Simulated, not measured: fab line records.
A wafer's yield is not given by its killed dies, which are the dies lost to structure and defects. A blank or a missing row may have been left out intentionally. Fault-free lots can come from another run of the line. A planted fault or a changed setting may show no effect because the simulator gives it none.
Tool commonality check    flow gf180mcu    Sampled: 13 lots, 39 wafers

WHY IT WAS OPENED
On 1 of the 13 lots, a flag is raised at GF_STI_CD_MEAS_12 on the reading cd-nm. Wafers without a fault read 219.7 nm, standard deviation 1.2.
Rule: a lot is flagged when every wafer of it that has a number lies more than 4 standard deviations from that mean, or none has a number. The other lots count as sound.

lot   measured     on         cd-nm (nm), wafer by wafer  flag
L382  day 2 11:05  cd-sem-02  218.0 218.5 219.8           
L383  day 2 17:24  cd-sem-02  219.1 220.0 219.4           
L385  day 3 03:58  cd-sem-01  217.4 217.8 217.9           
L387  day 3 15:55  cd-sem-01  220.6 220.7 219.7           
L391  day 4 10:31  cd-sem-01  219.5 218.9 219.1           
L392  day 4 16:46  cd-sem-01  220.8 220.3 219.5           
L395  day 5 07:40  cd-sem-02  234.4 234.6 234.0           FLAGGED
L398  day 5 21:36  cd-sem-01  219.0 220.0 219.2           
L399  day 6 03:43  cd-sem-01  220.8 219.4 220.8           
L400  day 6 09:31  cd-sem-01  222.9 221.6 222.9           
L401  day 6 13:41  cd-sem-02  218.6 217.9 219.2           
L402  day 6 18:34  cd-sem-01  220.6 221.0 220.7           
L403  day 7 00:22  cd-sem-02  222.5 222.3 221.6           
The mean of the flagged lots' numbers is 234.3 nm, +14.6 nm from the usual (+12 standard deviations).

WHICH TOOL RAN EACH LOT
The record keeps 1 process step preceding the reading, out of 602 steps on the route. In each cell: the tool, then ch and the chambers that the sampled wafers went through, then the start.
lot   flag     GF_STI_EXPOSE_09
L382           krf-scanner-01 ch 0, day 2 05:06
L383           krf-scanner-02 ch 0, day 2 11:42
L385           krf-scanner-02 ch 0, day 2 21:51
L387           krf-scanner-01 ch 0, day 3 09:42
L391           krf-scanner-01 ch 0, day 4 03:57
L392           krf-scanner-02 ch 0, day 4 10:17
L395  FLAGGED  krf-scanner-01 ch 0, day 5 00:57
L398           krf-scanner-01 ch 0, day 5 15:00
L399           krf-scanner-02 ch 0, day 5 20:11
L400           krf-scanner-01 ch 0, day 6 02:09
L401           krf-scanner-01 ch 0, day 6 06:11
L402           krf-scanner-02 ch 0, day 6 11:50
L403           krf-scanner-01 ch 0, day 6 16:57
What is done by these steps:
- GF_STI_EXPOSE_09: exposes mask COMP, target cd 220 nm.
- GF_STI_CD_MEAS_12: target cd 220 nm.

FLAGGED AGAINST TOTAL, ONE TOOL AT A TIME (gauges that did the reading follow at the end)
step               tool            lots run  flagged  share of the flagged lots  sound lots run after its first flagged lot
GF_STI_EXPOSE_09   krf-scanner-01  8         1        all                        4 (L398,L400,L401,L403)
GF_STI_EXPOSE_09   krf-scanner-02  5         0        none                       -
GF_STI_CD_MEAS_12  cd-sem-01       8         0        none                       -
GF_STI_CD_MEAS_12  cd-sem-02       5         1        all                        2 (L401,L403)

THE TABLE: WHAT IT ALLOWS
2 rows of the table ran every flagged lot: krf-scanner-01 at GF_STI_EXPOSE_09, cd-sem-02 at GF_STI_CD_MEAS_12.
- krf-scanner-01 at GF_STI_EXPOSE_09: 1 of its 8 lots flagged. Sound lots followed the first flagged one (L398, L400, L401, L403) on it, something a lasting fault affecting the whole tool could not allow.
- cd-sem-02 at GF_STI_CD_MEAS_12: 1 of its 5 lots flagged. Sound lots followed the first flagged one (L401, L403) on it, something a lasting fault affecting the whole tool could not allow.
Every row of the table either missed a flagged lot or ran a sound lot after the first.

WHAT HAD BEEN PUT IN BY THE SIMULATOR
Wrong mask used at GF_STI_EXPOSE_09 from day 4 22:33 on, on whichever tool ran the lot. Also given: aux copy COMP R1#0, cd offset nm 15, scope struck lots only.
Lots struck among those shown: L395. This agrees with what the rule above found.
